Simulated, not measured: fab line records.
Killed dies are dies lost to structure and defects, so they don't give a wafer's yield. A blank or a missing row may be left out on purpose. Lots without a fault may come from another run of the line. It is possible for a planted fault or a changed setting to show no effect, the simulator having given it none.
fab line records	flow sky130
[record] lots = 13	wafers = 39	lastDay = 50
route steps=708 shown NWELL@81 VT_ADJUST_HVTR@139 SONOS_ONO@171 LDD_N@247 PAD_OPEN@708
lots with no fault: from the same line, run without faults
startH: hours from the record's first day to the start of the lot's first wafer shown	waitH: hours since the lot's step before	" same as the row above	L1.1+2: a single row standing in for several wafers	- either no value or no given start	* or withheld: withheld	< > ~ a bound
route shown NAME@n: names a module that has steps shown in the file, with the first one's number in the route	usual: mean/standard deviation taken from wafers without a fault	same: alike in all rows	chamber/n: place in a boat	sites: each site's reading	_std_site: the standard deviation of these	_edge_site: the outer-site mean with the inner-site mean subtracted	radiusMm: how far each site lies from the wafer's centre	mask NAME#n: copy n	behind: the tool/chamber that last shaped the wafer	hold: the reason the lot was held/the length of the hold in hours/how it ended	device: which transistor (n, p or np) failed to switch	end of line: at the end of the route, the tests of the same wafers	a step without rows: its recipe alone	killed: dies lost to structure and defects at the first sort, not the wafer's yield	map: shows each die of a wafer: x if killed, . if not, _ if none is there
set.NAME: the run value of the setting; set.NAME@STEP: its run value at that earlier step	model.NAME: the simulator's own value behind a step, which no gauge read
steps of the route over a sample of lots; a table a step, a row a wafer
services: the hour from which a tool's chamber was out of use, counted from the record's first day as startH (under 0 if before that day), plus the number of hours and why
[[steps]]
[step SKY_NWELL_RTA_28]
[recipe] tempC = 1050	timeS = 30	idleTempC = 650	rampUpCPerS = 150	rampDownCPerS = 90	ambient = N2
[usual] lampPowerPct = 25.30/0.055	wafer_temp_C_max = 1054.8/0.9
lot.wafer	tool	chamber	startH	waitH	lampPowerPct	wafer_temp_C_max
L526.1	rtpAnneal-02	0	121.69	0.0	25.29	1055.3
L526.3	"	0	"	"	25.31	1055.6
L526.5	"	0	"	"	25.41	1055.4
L528.1	rtpAnneal-01	0	128.29	0.0	25.27	1053.8
L528.5	"	0	"	"	25.24	1053.9
L528.6	"	0	"	"	25.37	1055.3
L527.1	rtpAnneal-02	0	128.53	0.0	25.28	1054.2
L527.4	"	0	"	"	25.28	1056.5
L527.5	"	0	"	"	25.28	1056.5
L529.2	rtpAnneal-01	0	132.36	0.0	25.30	1054.2
L529.3	"	0	"	"	25.26	1052.9
L529.4	"	0	"	"	25.28	1053.9
L534.1	rtpAnneal-02	0	162.53	0.0	25.40	1053.9
L534.4	"	0	"	"	25.35	1055.3
L534.5	"	0	"	"	25.28	1053.6
L536.1	rtpAnneal-01	0	173.41	0.0	25.22	1053.9
L536.3	"	0	"	"	25.30	1055.8
L536.5	"	0	"	"	25.32	1054.8
L537.1	rtpAnneal-02	0	179.24	0.0	25.25	1054.4
L537.3	"	0	"	"	25.32	1054.7
L537.6	"	0	"	"	25.32	1053.8
L543.1	rtpAnneal-02	0	222.93	0.0	25.25	1054.0
L543.2	"	0	"	"	25.24	1054.6
L543.6	"	0	"	"	25.33	1055.9
L542.1	rtpAnneal-01	0	224.39	0.0	25.32	1055.1
L542.3	"	0	"	"	25.33	1055.4
L542.6	"	0	"	"	25.41	1054.0
L544.3	rtpAnneal-02	0	225.12	0.0	25.31	1054.2
L544.4	"	0	"	"	25.23	1054.2
L544.6	"	0	"	"	25.22	1058.0
L546.1	rtpAnneal-01	0	237.04	0.0	25.27	1055.2
L546.4	"	0	"	"	25.27	1056.2
L546.6	"	0	"	"	25.37	1055.4
L545.1	rtpAnneal-02	0	237.36	0.0	25.25	1056.6
L545.2	"	0	"	"	25.29	1054.4
L545.3	"	0	"	"	25.31	1054.0
L547.2	rtpAnneal-01	0	249.78	0.0	25.28	1054.9
L547.5	"	0	"	"	25.39	1054.1
L547.6	"	0	"	"	25.28	1055.6
[step SKY_VT_ADJUST_HVTR_OVL_MEAS_08]
[usual] VT_ADJUST_HVTR_OVL = 0.1/1.7
lot.wafer	tool	chamber	startH	waitH	VT_ADJUST_HVTR_OVL[nm]
L526.1	overlay-02	-	223.76	0.1	-0.2
L526.3	"	-	"	"	0.4
L526.5	"	-	"	"	-0.3
L528.1	overlay-02	-	230.56	0.1	0.6
L528.5	"	-	"	"	-0.7
L528.6	"	-	"	"	-1.5
L527.1	overlay-01	-	232.16	0.1	1.0
L527.4	"	-	"	"	1.5
L527.5	"	-	"	"	1.2
L529.2	overlay-01	-	237.71	0.1	-0.1
L529.3	"	-	"	"	0.1
L529.4	"	-	"	"	1.6
L534.1	overlay-02	-	272.31	0.1	-1.0
L534.4	"	-	"	"	-1.7
L534.5	"	-	"	"	-0.9
L536.1	overlay-01	-	286.06	0.1	2.0
L536.3	"	-	"	"	3.5
L536.5	"	-	"	"	0.7
L537.1	overlay-02	-	292.51	0.1	0.4
L537.3	"	-	"	"	1.4
L537.6	"	-	"	"	-0.3
L543.1	overlay-01	-	344.61	0.1	-1.9
L543.2	"	-	"	"	-1.5
L543.6	"	-	"	"	-1.1
L542.1	overlay-02	-	349.06	0.1	1.1
L542.3	"	-	"	"	0.7
L542.6	"	-	"	"	1.6
L544.3	overlay-02	-	349.67	0.1	2.3
L544.4	"	-	"	"	3.1
L544.6	"	-	"	"	1.8
L546.1	overlay-01	-	366.51	0.1	1.7
L546.4	"	-	"	"	1.2
L546.6	"	-	"	"	1.8
L545.1	overlay-02	-	366.81	0.1	-3.6
L545.2	"	-	"	"	-2.8
L545.3	"	-	"	"	-2.3
L547.2	overlay-02	-	382.67	0.1	-2.4
L547.5	"	-	"	"	-1.1
L547.6	"	-	"	"	-0.4
[step SKY_SONOS_ONO_THK_MEAS_03]
[recipe] reads = Si3N4_of_SONOS_ONO_CVD_02
[usual] SONOS_ONO_CVD_02_THK = 10.60/0.15
lot.wafer	tool	chamber	startH	waitH	SONOS_ONO_CVD_02_THK[nm]
L526.1	filmMetro-04	-	272.34	0.0	10.55
L526.3	"	-	"	"	10.57
L526.5	"	-	"	"	10.52
L528.1	filmMetro-04	-	280.50	0.0	10.72
L528.5	"	-	"	"	10.59
L528.6	"	-	"	"	10.71
L527.1	filmMetro-01	-	284.16	0.0	10.57
L527.4	"	-	"	"	10.50
L527.5	"	-	"	"	10.48
L529.2	filmMetro-01	-	289.54	0.0	10.45
L529.3	"	-	"	"	10.41
L529.4	"	-	"	"	10.54
L534.1	filmMetro-04	-	328.42	0.0	10.53
L534.4	"	-	"	"	10.42
L534.5	"	-	"	"	10.36
L536.1	filmMetro-01	-	347.20	0.0	10.71
L536.3	"	-	"	"	10.70
L536.5	"	-	"	"	10.79
L537.1	filmMetro-01	-	350.67	0.0	10.72
L537.3	"	-	"	"	10.68
L537.6	"	-	"	"	10.75
L543.1	filmMetro-01	-	408.49	0.0	10.58
L543.2	"	-	"	"	10.63
L543.6	"	-	"	"	10.49
L542.1	filmMetro-01	-	411.33	0.0	10.74
L542.3	"	-	"	"	10.81
L542.6	"	-	"	"	10.59
L544.3	filmMetro-03	-	411.35	0.0	10.78
L544.4	"	-	"	"	10.68
L544.6	"	-	"	"	10.52
L546.1	filmMetro-04	-	429.77	0.0	10.93
L546.4	"	-	"	"	10.94
L546.6	"	-	"	"	10.92
L545.1	filmMetro-01	-	430.82	0.0	10.73
L545.2	"	-	"	"	10.72
L545.3	"	-	"	"	10.71
L547.2	filmMetro-04	-	448.07	0.0	10.56
L547.5	"	-	"	"	10.54
L547.6	"	-	"	"	10.60
[step SKY_LDD_N_IMPLANT_10]
[recipe] species = As	energyKev = 20	doseCm2 = 7.5e+13	tiltDeg = withheld	rotationDeg = 203
[usual] beamEnergyKeV = 20.001/0.0067	beamOnS = 10.00/0.21
lot.wafer	tool	chamber	startH	waitH	beamEnergyKeV	beamOnS
L526.1	implanter-03	0	420.92	0.1	20.008	10.35
L526.3	"	0	"	"	20.012	10.13
L526.5	"	0	"	"	20.002	9.67
L528.1	implanter-02	0	433.62	0.1	19.998	9.99
L528.5	"	0	"	"	20.001	10.12
L528.6	"	0	"	"	20.004	9.97
L527.1	implanter-03	0	439.07	0.1	19.995	9.98
L527.4	"	0	"	"	20.000	9.99
L527.5	"	0	"	"	20.011	10.13
L529.2	implanter-02	0	453.80	0.1	19.983	9.59
L529.3	"	0	"	"	19.998	9.98
L529.4	"	0	"	"	19.991	9.79
L534.1	implanter-02	0	486.77	0.1	20.741	9.37
L534.4	"	0	"	"	20.751	10.08
L534.5	"	0	"	"	20.749	9.72
L536.1	implanter-02	0	507.27	0.1	20.752	9.89
L536.3	"	0	"	"	20.760	9.87
L536.5	"	0	"	"	20.754	10.03
L537.1	implanter-02	0	509.57	0.1	20.752	9.92
L537.3	"	0	"	"	20.751	9.41
L537.6	"	0	"	"	20.746	10.39
L543.1	implanter-02	0	571.22	0.1	20.000	10.03
L543.2	"	0	"	"	20.007	9.98
L543.6	"	0	"	"	20.001	9.76
L544.3	implanter-03	0	575.27	0.1	20.006	10.28
L544.4	"	0	"	"	20.008	10.39
L544.6	"	0	"	"	19.998	10.19
L542.1	implanter-04	0	577.23	0.1	19.994	9.99
L542.3	"	0	"	"	20.002	9.87
L542.6	"	0	"	"	19.987	10.12
L546.1	implanter-03	0	589.48	0.1	19.992	9.88
L546.4	"	0	"	"	19.998	9.98
L546.6	"	0	"	"	20.001	9.94
L545.1	implanter-04	0	591.58	0.1	20.004	10.14
L545.2	"	0	"	"	20.001	9.97
L545.3	"	0	"	"	19.999	9.85
L547.2	implanter-04	0	608.00	0.1	19.998	10.12
L547.5	"	0	"	"	19.998	9.85
L547.6	"	0	"	"	19.998	9.66
[step SKY_PAD_OPEN_PROBE_99]
[usual] killed_at_M0_to_M3 = 44/6.5	killed_at_M4_up = 3.3/1.9	killedAtContacts = 23/4.7	killedAtFrontEnd = 15/4.5	killedAtOther = 0.2/0.52	killedDies = 86/8.9	killedOpen = 47/6.8	killedShort = 39/6.1
[same] grossDies = 492	killedAtBackSide = 0
lot.wafer	tool	chamber	startH	waitH	killed_at_M0_to_M3	killed_at_M4_up	killedAtContacts	killedAtFrontEnd	killedAtOther	killedDies	killedOpen	killedShort
L536.1	prober-01	-	1138.76	0.1	38	2	22	8	0	70	40	30
L536.3	prober-01	-	1138.86	0.2	51	3	29	17	0	100	48	52
L536.5	prober-01	-	1138.96	0.2	44	1	21	12	1	79	46	33
// killed by level:class
L536.1 VIA3:geometricParticle:open=10 CONTACT:geometricParticle:open=10 VIA1:geometricParticle:short=7 LI_CONTACT:geometricParticle:open=6 VIA1:geometricParticle:open=5 FIELD_ISO:geometricParticle:short=3 POLY_GATE:geometricParticle:open=3 LOCAL_INTERCONNECT:geometricParticle:short=3
L536.3 VIA1:geometricParticle:open=14 METAL1:geometricParticle:short=11 POLY_GATE:geometricParticle:open=7 LOCAL_INTERCONNECT:geometricParticle:short=7 LI_CONTACT:geometricParticle:open=6 LI_CONTACT:geometricParticle:short=6 VIA3:geometricParticle:open=6 CONTACT:geometricParticle:open=5
L536.5 VIA1:geometricParticle:open=13 CONTACT:geometricParticle:open=9 FIELD_ISO:geometricParticle:open=5 VIA1:geometricParticle:short=5 METAL2:geometricParticle:short=5 VIA2:geometricParticle:short=5 VIA3:geometricParticle:open=5 LI_CONTACT:geometricParticle:open=4
[[services]]
tool	chamber	startH	hours	kind
implanter-03	-	103.33	6.0	pm
implanter-04	-	131.52	2.7	repair
implanter-02	-	137.22	5.2	repair
implanter-02	-	171.28	5.1	repair
implanter-03	-	191.10	4.7	pm
implanter-03	-	202.48	21.4	pm
implanter-04	-	205.75	7.8	pm
implanter-04	-	214.52	0.6	repair
implanter-04	-	215.14	2.4	repair
implanter-03	-	245.49	1.7	repair
implanter-04	-	268.62	2.6	repair
implanter-04	-	293.74	3.9	repair
implanter-04	-	337.71	1.4	repair
rtpAnneal-02	-	338.01	4.0	pm
implanter-04	-	354.34	1.0	repair
rtpAnneal-01	-	363.56	1.1	pm
implanter-04	-	366.44	7.4	pm
implanter-02	-	438.32	5.7	repair
rtpAnneal-01	-	513.21	2.3	pm
implanter-04	-	524.04	15.6	pm
implanter-03	-	552.69	13.0	repair
implanter-02	-	585.10	5.4	pm
[[key]]
[firstSign] step = SKY_LDD_N_IMPLANT_10	reading = beamEnergyKeV	direction = up	sigmas = 99+	usual = *	struck = *
effect none on later readings
metAt SKY_LDD_N_IMPLANT_10
struckLots L534,L536,L537
testerLeftOut L534,L536,L537
notActingAt SKY_NWELL_RTA_28,SKY_VT_ADJUST_HVTR_OVL_MEAS_08,SKY_SONOS_ONO_THK_MEAS_03
onsetBetween 453.80 486.77
[fault] kind = processParameterDrift	tool = implanter-02	chamber = -	onsetH = 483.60	steps = SKY_LDD_N_IMPLANT_10	channel = energyKev	offset = *	shape = step	endH = 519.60	actsIn = *	stated = *
// testerLeftOut: of these lots the tester's yield and bins aren't shown, on N5 and GAA mostly nor the transistor test; their killed dies are dies lost to structure and defects alone, not to doping, threshold or leakage, so they don't give the yield
